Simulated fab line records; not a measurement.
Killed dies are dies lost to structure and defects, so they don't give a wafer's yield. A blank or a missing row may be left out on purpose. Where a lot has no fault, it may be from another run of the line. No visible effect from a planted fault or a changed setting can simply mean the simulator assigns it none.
fab line records	flow sky130
record lots=6	wafers=18	last_day=48
route steps=708 shown VT_ADJUST_HVTP@91 VT_ADJUST_LVTN@97 PAD_OPEN@708
lots that met no fault: from a run of the same line without faults
start_h: hours from the record's opening day to when the first of the lot's shown wafers began	wait_h: hours since the lot's step before	" the same as in the row above	L1.1+2: a row that stands for several wafers	- no value, or no start given	* or withheld: withheld	< > ~ a bound
route shown NAME@n: NAME is a module with steps in the file, n the number in the route of the first one	usual: mean and standard deviation over wafers with no fault	same: alike in all rows	chamber/n: place in a boat	sites: per-site readings	_std_site: how widely they spread, as a standard deviation	_edge_site: outer sites' mean less inner sites'	radius_mm: how far each site lies from the wafer's centre	mask NAME#n: copy n	behind: the most recent tool/chamber to have shaped the wafer	hold: cause of the lot's hold/its duration in hours/its outcome	device: which transistor (n, p or np) failed to switch	end of line: tests of these same wafers at the route's end	where a step has no rows: the recipe by itself	killed: count of dies lost to structure and defects at first sort (not the wafer's yield)	map: dies across one wafer; x = killed, . = not, _ = none there
set.NAME: setting as actually run; set.NAME@STEP: the setting as run at that earlier step	model.NAME: the simulator's own value behind a step, which no gauge read
lots at selected steps of the route; one table per step, one row per wafer
services: when a tool's chamber went out of use (start_h, in hours from the record's first day, below 0 if earlier), for how many hours, and the reason
## steps
# step SKY_VT_ADJUST_HVTP_DEVELOP_06
# recipe resist=NOVOLAK	developer=TMAH	develop_time_s=60	dev_temp_c=23
# step SKY_VT_ADJUST_HVTP_CD_MEAS_07
# recipe target_cd_nm=380
# usual cd_nm=380.2/2.5
lot.wafer	tool	chamber	start_h	wait_h	cd_nm
L773.1	cd_sem-02	-	119.31	0.1	380.7
L773.2	"	-	"	"	379.1
L773.3	"	-	"	"	382.4
L774.4	cd_sem-01	-	127.22	0.1	378.2
L774.5	"	-	"	"	381.2
L774.6	"	-	"	"	379.9
L783.1	cd_sem-02	-	184.41	0.1	381.6
L783.5	"	-	"	"	380.8
L783.6	"	-	"	"	383.8
L784.2	cd_sem-02	-	191.58	0.1	381.9
L784.3	"	-	"	"	381.2
L784.5	"	-	"	"	379.4
L787.1	cd_sem-02	-	207.91	0.1	382.1
L787.3	"	-	"	"	382.5
L787.6	"	-	"	"	382.1
L789.3	cd_sem-01	-	220.37	0.1	382.3
L789.4	"	-	"	"	382.7
L789.5	"	-	"	"	384.3
# step SKY_VT_ADJUST_HVTP_OVL_MEAS_08
# usual VT_ADJUST_HVTP_OVL=0.3/1.2
lot.wafer	tool	chamber	start_h	wait_h	VT_ADJUST_HVTP_OVL[nm]
L773.1	overlay-02	-	119.43	0.1	0.1
L773.2	"	-	"	"	0.0
L773.3	"	-	"	"	-0.2
L774.4	overlay-02	-	127.29	0.1	-0.3
L774.5	"	-	"	"	0.3
L774.6	"	-	"	"	-1.4
L783.1	overlay-02	-	184.53	0.1	-0.5
L783.5	"	-	"	"	1.5
L783.6	"	-	"	"	-0.5
L784.2	overlay-02	-	191.68	0.1	1.2
L784.3	"	-	"	"	2.2
L784.5	"	-	"	"	2.1
L787.1	overlay-02	-	208.03	0.1	0.0
L787.3	"	-	"	"	0.4
L787.6	"	-	"	"	-0.4
L789.3	overlay-02	-	220.47	0.1	0.0
L789.4	"	-	"	"	0.7
L789.5	"	-	"	"	0.3
# step SKY_VT_ADJUST_HVTP_IMPLANT_09
# recipe species=As	energy_kev=150	dose_cm2=4.3e+12	tilt_deg=withheld
# step SKY_VT_ADJUST_HVTP_STRIP_10
# recipe chemistry=O2/N2	power_w=1400	pressure_mtorr=1500	platen_temp_c=withheld	o2_flow_sccm=3000	n2_flow_sccm=300	overash_fraction=0.5
# usual drypump_motor_current_A=5.8/0.38	oes_product_au=0.715/0.0042	strip_time_to_endpoint_s=14.18/0.042
lot.wafer	tool	chamber	start_h	wait_h	drypump_motor_current_A	oes_product_au	rf_hours_counter_h	strip_time_to_endpoint_s
L773.1	plasma_asher-01	1	119.61	0.1	6.3	0.713	45	14.25
L773.2	"	0	"	"	5.3	0.717	45	14.23
L773.3	"	0	"	"	5.3	0.712	-	14.23
L774.4	plasma_asher-03	0	127.50	0.1	6.3	0.718	-	14.13
L774.5	"	1	"	"	5.7	0.720	-	14.15
L774.6	"	0	"	"	6.3	0.716	-	14.15
L783.1	plasma_asher-02	0	184.71	0.1	5.9	0.716	50	14.12
L783.5	"	0	"	"	5.9	0.719	-	14.19
L783.6	"	1	"	"	5.6	0.712	-	14.13
L784.2	plasma_asher-01	0	191.86	0.1	5.3	0.713	52	14.19
L784.3	"	0	"	"	5.3	0.717	-	14.14
L784.5	"	1	"	"	6.2	0.715	-	14.22
L787.1	plasma_asher-01	0	208.21	0.1	5.3	0.709	54	14.13
L787.3	"	1	"	"	6.3	0.717	-	14.11
L787.6	"	1	"	"	6.3	0.718	-	14.14
L789.3	plasma_asher-02	1	220.67	0.1	5.6	0.718	-	14.15
L789.4	"	0	"	"	5.9	0.716	-	14.15
L789.5	"	0	"	"	5.9	0.717	-	14.11
# step SKY_VT_ADJUST_HVTP_TW_MEAS_11
# usual VT_ADJUST_HVTP_TW=1366/9.1
lot.wafer	tool	chamber	start_h	wait_h	VT_ADJUST_HVTP_TW
L773.1	film_metro-02	-	119.71	0.1	1382
L773.2	"	-	"	"	1381
L773.3	"	-	"	"	1377
L774.4	film_metro-02	-	127.59	0.1	1383
L774.5	"	-	"	"	1376
L774.6	"	-	"	"	1381
L783.1	film_metro-03	-	184.81	0.1	1363
L783.5	"	-	"	"	1365
L783.6	"	-	"	"	1364
L784.2	film_metro-02	-	191.97	0.1	1369
L784.3	"	-	"	"	1368
L784.5	"	-	"	"	1371
L787.1	film_metro-04	-	208.31	0.1	1360
L787.3	"	-	"	"	1351
L787.6	"	-	"	"	1353
L789.3	film_metro-04	-	220.76	0.1	1365
L789.4	"	-	"	"	1356
L789.5	"	-	"	"	1362
# step SKY_VT_ADJUST_LVTN_DEHYDRATE_00
# recipe temp_c=200	time_s=60
# step SKY_VT_ADJUST_LVTN_HMDS_01
# recipe prime_time_s=60	prime_temp_c=120
# step SKY_VT_ADJUST_LVTN_COAT_02
# recipe spin_rpm=2000	resist_thk_nm=3000
# step SKY_VT_ADJUST_LVTN_SOFTBAKE_03
# recipe temp_c=110	time_s=withheld
# step SKY_VT_ADJUST_LVTN_EXPOSE_04
# recipe mask_id=NWM_COMPLEMENT_LESS_NATIVE	na=0.6	source_shape=conventional	sigma_outer=0.6	polarization=unpolarized	target_cd_nm=840	dose_mj=194
# step SKY_VT_ADJUST_LVTN_PEB_05
# recipe temp_c=115	time_s=withheld
# step SKY_VT_ADJUST_LVTN_DEVELOP_06
# recipe wall_angle_deg=90	developer=TMAH	develop_time_s=60	dev_temp_c=23
lot.wafer	tool	chamber	start_h	wait_h
L773.1+2+3	litho_track-03	0	138	-
L774.4+5+6	litho_track-04	0	146	-
L783.1+5+6	litho_track-03	0	205	-
L784.2+3+5	litho_track-03	0	213	-
L787.1+3+6	litho_track-04	0	230	-
L789.3+4+5	litho_track-04	0	244	-
# step SKY_VT_ADJUST_LVTN_OVL_MEAS_07
# usual VT_ADJUST_LVTN_OVL=-0.3/1.4
lot.wafer	tool	chamber	start_h	wait_h	VT_ADJUST_LVTN_OVL[nm]
L773.1	overlay-01	-	138.63	-	-0.2
L773.2	"	-	"	"	-1.8
L773.3	"	-	"	"	-0.9
L774.4	overlay-02	-	146.32	-	1.0
L774.5	"	-	"	"	-2.9
L774.6	"	-	"	"	0.2
L783.1	overlay-01	-	205.78	-	-
L783.5	"	-	"	"	-
L783.6	"	-	"	"	-
L784.2	overlay-01	-	213.84	-	-
L784.3	"	-	"	"	-
L784.5	"	-	"	"	-
L787.1	overlay-01	-	230.76	-	-0.5
L787.3	"	-	"	"	-2.6
L787.6	"	-	"	"	-0.9
L789.3	overlay-01	-	244.17	-	2.4
L789.4	"	-	"	"	1.2
L789.5	"	-	"	"	0.1
# step SKY_VT_ADJUST_LVTN_IMPLANT_08
# recipe species=B	energy_kev=30	dose_cm2=1.57e+12	tilt_deg=withheld
# step SKY_VT_ADJUST_LVTN_STRIP_09
# recipe chemistry=O2/N2	power_w=1400	pressure_mtorr=1500	platen_temp_c=withheld	o2_flow_sccm=3000	n2_flow_sccm=300	overash_fraction=0.5
# usual drypump_motor_current_A=5.8/0.49	oes_product_au=0.722/0.0046	strip_time_to_endpoint_s=36.88/0.092
lot.wafer	tool	chamber	start_h	wait_h	drypump_motor_current_A	oes_product_au	rf_hours_counter_h	strip_time_to_endpoint_s
L773.1	plasma_asher-02	1	138.82	0.1	5.6	0.724	46	36.81
L773.2	"	0	"	"	5.9	0.715	46	36.86
L773.3	"	1	"	"	5.6	0.720	-	36.84
L774.4	plasma_asher-01	1	146.53	0.1	6.3	0.726	-	36.98
L774.5	"	0	"	"	5.3	0.723	-	36.85
L774.6	"	1	"	"	6.2	0.718	-	37.05
L783.1	plasma_asher-01	0	205.97	0.1	5.3	0.719	53	36.89
L783.5	"	0	"	"	5.3	0.721	-	36.91
L783.6	"	1	"	"	6.3	0.722	-	36.81
L784.2	plasma_asher-01	0	214.02	0.1	5.3	0.718	54	36.88
L784.3	"	1	"	"	6.2	0.721	-	36.89
L784.5	"	1	"	"	6.2	0.724	-	36.81
L787.1	plasma_asher-02	1	230.94	0.1	5.6	0.722	54	36.80
L787.3	"	1	"	"	5.6	0.719	-	36.83
L787.6	"	0	"	"	5.9	0.723	-	36.80
L789.3	plasma_asher-04	0	244.38	0.1	5.3	0.731	-	36.88
L789.4	"	1	"	"	6.6	0.713	-	36.99
L789.5	"	0	"	"	5.3	0.726	-	36.90
# step SKY_VT_ADJUST_LVTN_TW_MEAS_10
# usual VT_ADJUST_LVTN_TW=242.6/1.2
lot.wafer	tool	chamber	start_h	wait_h	VT_ADJUST_LVTN_TW
L773.1	film_metro-01	-	138.92	0.1	239.5
L773.2	"	-	"	"	240.3
L773.3	"	-	"	"	239.2
L774.4	film_metro-02	-	146.62	0.1	244.8
L774.5	"	-	"	"	244.2
L774.6	"	-	"	"	244.2
L783.1	film_metro-03	-	206.07	0.1	30.2
L783.5	"	-	"	"	30.2
L783.6	"	-	"	"	30.3
L784.2	film_metro-03	-	214.13	0.1	30.1
L784.3	"	-	"	"	30.3
L784.5	"	-	"	"	30.2
L787.1	film_metro-03	-	231.04	0.1	243.9
L787.3	"	-	"	"	243.7
L787.6	"	-	"	"	243.1
L789.3	film_metro-03	-	244.46	0.1	241.9
L789.4	"	-	"	"	242.4
L789.5	"	-	"	"	243.7
# step SKY_VT_ADJUST_LVTN_DEHYDRATE_11
# recipe temp_c=200	time_s=60
# step SKY_PAD_OPEN_PROBE_99
# usual killed_at_M0_to_M3=42/6.4	killed_at_M4_up=3.2/1.9	killed_at_contacts=24/4.8	killed_at_front_end=16/4.4	killed_at_other=0.3/0.55	killed_dies=86/8.6	killed_on_rim=17/3.5	killed_open=46/6.6	killed_short=39/5.7
# same gross_dies=492	killed_at_back_side=0
lot.wafer	tool	chamber	start_h	wait_h	killed_at_M0_to_M3	killed_at_M4_up	killed_at_contacts	killed_at_front_end	killed_at_other	killed_dies	killed_on_rim	killed_open	killed_short
L773.1	prober-02	-	1074.94	0.1	41	3	18	20	0	82	11	52	29
L773.2	prober-02	-	1074.99	0.1	36	6	23	11	0	76	16	35	39
L773.3	prober-02	-	1075.04	0.2	49	2	22	19	0	92	19	58	34
L783.1	prober-02	-	1143.78	0.1	41	1	25	424	1	492	96	43	39
L783.5	prober-02	-	1143.98	0.2	38	5	27	421	1	492	96	46	42
L783.6	prober-02	-	1144.03	0.2	37	4	31	420	0	492	96	45	40
L784.2	prober-02	-	1150.53	0.1	33	2	29	427	1	492	96	46	38
L784.3	prober-02	-	1150.58	0.2	39	2	25	426	0	492	96	46	35
L784.5	prober-02	-	1150.68	0.2	42	1	27	422	0	492	96	54	41
L787.1	prober-01	-	1153.92	0.1	47	5	25	11	0	88	18	56	32
L787.3	prober-01	-	1154.02	0.2	41	2	29	8	0	80	18	39	41
L787.6	prober-01	-	1154.17	0.2	36	3	32	15	0	86	20	49	37
L789.3	prober-02	-	1163.18	0.2	46	0	32	13	1	92	18	46	46
L789.4	prober-02	-	1163.23	0.2	28	6	34	11	1	80	13	46	34
L789.5	prober-02	-	1163.28	0.2	39	4	30	7	1	81	19	43	38
# killed by level:class
L773.1 CONTACT:geometric_particle:open=11 VIA2:geometric_particle:open=8 VIA1:geometric_particle:open=6 VIA2:geometric_particle:short=5 METAL1:geometric_particle:short=5 VIA3:geometric_particle:open=5 FIELD_ISO:geometric_particle:open=4 POLY_GATE:geometric_particle:open=4
L773.2 LI_CONTACT:geometric_particle:open=10 VIA1:geometric_particle:open=8 VIA3:geometric_particle:open=6 POLY_GATE:geometric_particle:short=5 LOCAL_INTERCONNECT:geometric_particle:short=5 METAL2:geometric_particle:short=5 VIA1:geometric_particle:short=5 CONTACT:geometric_particle:open=4
L773.3 VIA3:geometric_particle:open=13 VIA1:geometric_particle:open=9 LI_CONTACT:geometric_particle:open=7 VIA1:geometric_particle:short=7 FIELD_ISO:geometric_particle:short=5 CONTACT:geometric_particle:short=5 CONTACT:geometric_particle:open=5 FIELD_ISO:geometric_particle:open=4
L783.1 VT_ADJUST_LVTN:area_develop=410 VIA1:geometric_particle:open=9 VIA3:geometric_particle:open=8 CONTACT:geometric_particle:open=8 FIELD_ISO:geometric_particle:short=5 LOCAL_INTERCONNECT:geometric_particle:short=5 CONTACT:geometric_particle:short=5 METAL2:geometric_particle:short=5
L783.5 VT_ADJUST_LVTN:area_develop=404 VIA2:geometric_particle:open=9 LI_CONTACT:geometric_particle:open=7 LOCAL_INTERCONNECT:geometric_particle:short=6 FIELD_ISO:geometric_particle:open=5 FIELD_ISO:geometric_particle:short=5 CONTACT:geometric_particle:short=5 METAL2:geometric_particle:short=5
L783.6 VT_ADJUST_LVTN:area_develop=407 CONTACT:geometric_particle:open=12 LOCAL_INTERCONNECT:geometric_particle:short=7 VIA1:geometric_particle:open=6 VIA2:geometric_particle:open=6 VIA1:geometric_particle:short=5 VIA3:geometric_particle:open=5 CONTACT:geometric_particle:short=4
L784.2 VT_ADJUST_LVTN:area_develop=408 CONTACT:geometric_particle:open=13 VIA2:geometric_particle:open=12 FIELD_ISO:geometric_particle:short=7 LI_CONTACT:geometric_particle:open=6 LOCAL_INTERCONNECT:geometric_particle:short=5 VIA1:geometric_particle:short=5 POLY_GATE:geometric_particle:short=4
L784.3 VT_ADJUST_LVTN:area_develop=411 CONTACT:geometric_particle:open=9 CONTACT:geometric_particle:short=8 VIA1:geometric_particle:open=8 VIA2:geometric_particle:open=6 VIA3:geometric_particle:open=6 FIELD_ISO:geometric_particle:open=4 POLY_GATE:geometric_particle:open=4
L784.5 VT_ADJUST_LVTN:area_develop=397 VIA1:geometric_particle:open=16 CONTACT:geometric_particle:open=8 FIELD_ISO:geometric_particle:open=7 CONTACT:geometric_particle:short=7 VIA2:geometric_particle:open=7 POLY_GATE:geometric_particle:short=6 LI_CONTACT:geometric_particle:open=6
L787.1 VIA1:geometric_particle:open=16 LI_CONTACT:geometric_particle:open=9 VIA2:geometric_particle:open=8 CONTACT:geometric_particle:open=7 VIA1:geometric_particle:short=6 VIA3:geometric_particle:open=6 CONTACT:geometric_particle:short=5 POLY_GATE:geometric_particle:open=4
L787.3 LI_CONTACT:geometric_particle:open=9 VIA2:geometric_particle:open=8 VIA1:geometric_particle:short=6 METAL1:geometric_particle:short=6 VIA1:geometric_particle:open=6 LOCAL_INTERCONNECT:geometric_particle:short=5 CONTACT:geometric_particle:open=5 CONTACT:geometric_particle:short=5
L787.6 CONTACT:geometric_particle:open=12 CONTACT:geometric_particle:short=9 VIA1:geometric_particle:open=9 LI_CONTACT:geometric_particle:open=8 VIA2:geometric_particle:open=6 VIA3:geometric_particle:short=5 VIA2:geometric_particle:short=4 VIA3:geometric_particle:open=4
L789.3 LI_CONTACT:geometric_particle:open=10 CONTACT:geometric_particle:open=10 VIA1:geometric_particle:open=9 VIA1:geometric_particle:short=8 VIA3:geometric_particle:open=7 METAL1:geometric_particle:short=6 LOCAL_INTERCONNECT:geometric_particle:short=5 CONTACT:geometric_particle:short=5
L789.4 CONTACT:geometric_particle:open=16 LI_CONTACT:geometric_particle:open=10 VIA1:geometric_particle:open=7 METAL1:geometric_particle:short=5 METAL4:geometric_particle:short=5 LI_CONTACT:geometric_particle:short=4 FIELD_ISO:geometric_particle:short=3 POLY_GATE:geometric_particle:open=3
L789.5 LI_CONTACT:geometric_particle:open=9 CONTACT:geometric_particle:open=8 VIA1:geometric_particle:open=8 VIA3:geometric_particle:open=7 LOCAL_INTERCONNECT:geometric_particle:short=7 CONTACT:geometric_particle:short=5 FIELD_ISO:geometric_particle:short=4 VIA2:geometric_particle:short=4
# map L783.1 (x killed, . not)
__________xxxxxxxxxx_________
________xxxxxxxxxxxxxx_______
______xxxxxxxxxxxxxxxxxx_____
_____xxxxxxxxxxxxxxxxxxxx____
____xxxxxxxxxxxxxxxxxxxxxx___
___xxxxxxxxxxxxxxxxxxxxxxxx__
__xxxxxxxxxxxxxxxxxxxxxxxxxx_
_xxxxxxxxxxxxxxxxxxxxxxxxxxxx
_xxxxxxxxxxxxxxxxxxxxxxxxxxxx
_xxxxxxxxxxxxxxxxxxxxxxxxxxxx
_xxxxxxxxxxxxxxxxxxxxxxxxxxxx
_xxxxxxxxxxxxxxxxxxxxxxxxxxxx
_xxxxxxxxxxxxxxxxxxxxxxxxxxxx
_xxxxxxxxxxxxxxxxxxxxxxxxxxxx
_xxxxxxxxxxxxxxxxxxxxxxxxxxxx
__xxxxxxxxxxxxxxxxxxxxxxxxxx_
___xxxxxxxxxxxxxxxxxxxxxxxx__
____xxxxxxxxxxxxxxxxxxxxxx___
_____xxxxxxxxxxxxxxxxxxxx____
______xxxxxxxxxxxxxxxxxx_____
________xxxxxxxxxxxxxx_______
__________xxxxxxxxxx_________
# map L784.2 (x killed, . not)
__________xxxxxxxxxx_________
________xxxxxxxxxxxxxx_______
______xxxxxxxxxxxxxxxxxx_____
_____xxxxxxxxxxxxxxxxxxxx____
____xxxxxxxxxxxxxxxxxxxxxx___
___xxxxxxxxxxxxxxxxxxxxxxxx__
__xxxxxxxxxxxxxxxxxxxxxxxxxx_
_xxxxxxxxxxxxxxxxxxxxxxxxxxxx
_xxxxxxxxxxxxxxxxxxxxxxxxxxxx
_xxxxxxxxxxxxxxxxxxxxxxxxxxxx
_xxxxxxxxxxxxxxxxxxxxxxxxxxxx
_xxxxxxxxxxxxxxxxxxxxxxxxxxxx
_xxxxxxxxxxxxxxxxxxxxxxxxxxxx
_xxxxxxxxxxxxxxxxxxxxxxxxxxxx
_xxxxxxxxxxxxxxxxxxxxxxxxxxxx
__xxxxxxxxxxxxxxxxxxxxxxxxxx_
___xxxxxxxxxxxxxxxxxxxxxxxx__
____xxxxxxxxxxxxxxxxxxxxxx___
_____xxxxxxxxxxxxxxxxxxxx____
______xxxxxxxxxxxxxxxxxx_____
________xxxxxxxxxxxxxx_______
__________xxxxxxxxxx_________
## services
tool	chamber	start_h	hours	kind
plasma_asher-04	-	108.75	9.0	pm
plasma_asher-04	0	108.75	9.0	vent_cycle
plasma_asher-04	1	108.75	9.0	vent_cycle
plasma_asher-03	-	114.31	2.8	pm
plasma_asher-04	0	117.75	-	clean
plasma_asher-04	1	117.75	-	clean
plasma_asher-02	-	133.16	0.7	repair
plasma_asher-02	-	151.67	4.7	repair
plasma_asher-01	-	172.26	2.8	pm
plasma_asher-04	-	203.41	2.8	pm
plasma_asher-02	-	235.35	4.8	repair
## key
first_sign step=SKY_VT_ADJUST_LVTN_OVL_MEAS_07	reading=VT_ADJUST_LVTN_OVL	direction=missing
effect step=SKY_VT_ADJUST_LVTN_TW_MEAS_10	reading=VT_ADJUST_LVTN_TW	direction=down	sigmas=99+	usual=242.6	struck=30.2
effect step=SKY_PAD_OPEN_PROBE_99	reading=killed_at_front_end	direction=up	sigmas=93	usual=16	struck=423
more_kills_born_at SKY_VT_ADJUST_LVTN_DEVELOP_06@litho_track-03=2437
met_at SKY_VT_ADJUST_LVTN_DEVELOP_06
struck_wafers L783.1,L783.5,L783.6,L784.2,L784.3,L784.5
tester_left_out L783,L784
onset_between 138 205
fault kind=process_parameter_drift	tool=litho_track-03	chamber=-	onset_h=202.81	steps=SKY_VT_ADJUST_LVTN_DEVELOP_06	channel=develop_time_s	offset=*	shape=step	end_h=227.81	acts_in=*	stated=*
# tester_left_out: of these lots the tester's yield and bins aren't shown, on N5 and GAA mostly nor the transistor test; their killed dies are dies lost to structure and defects alone, not to doping, threshold or leakage, so they don't give the yield
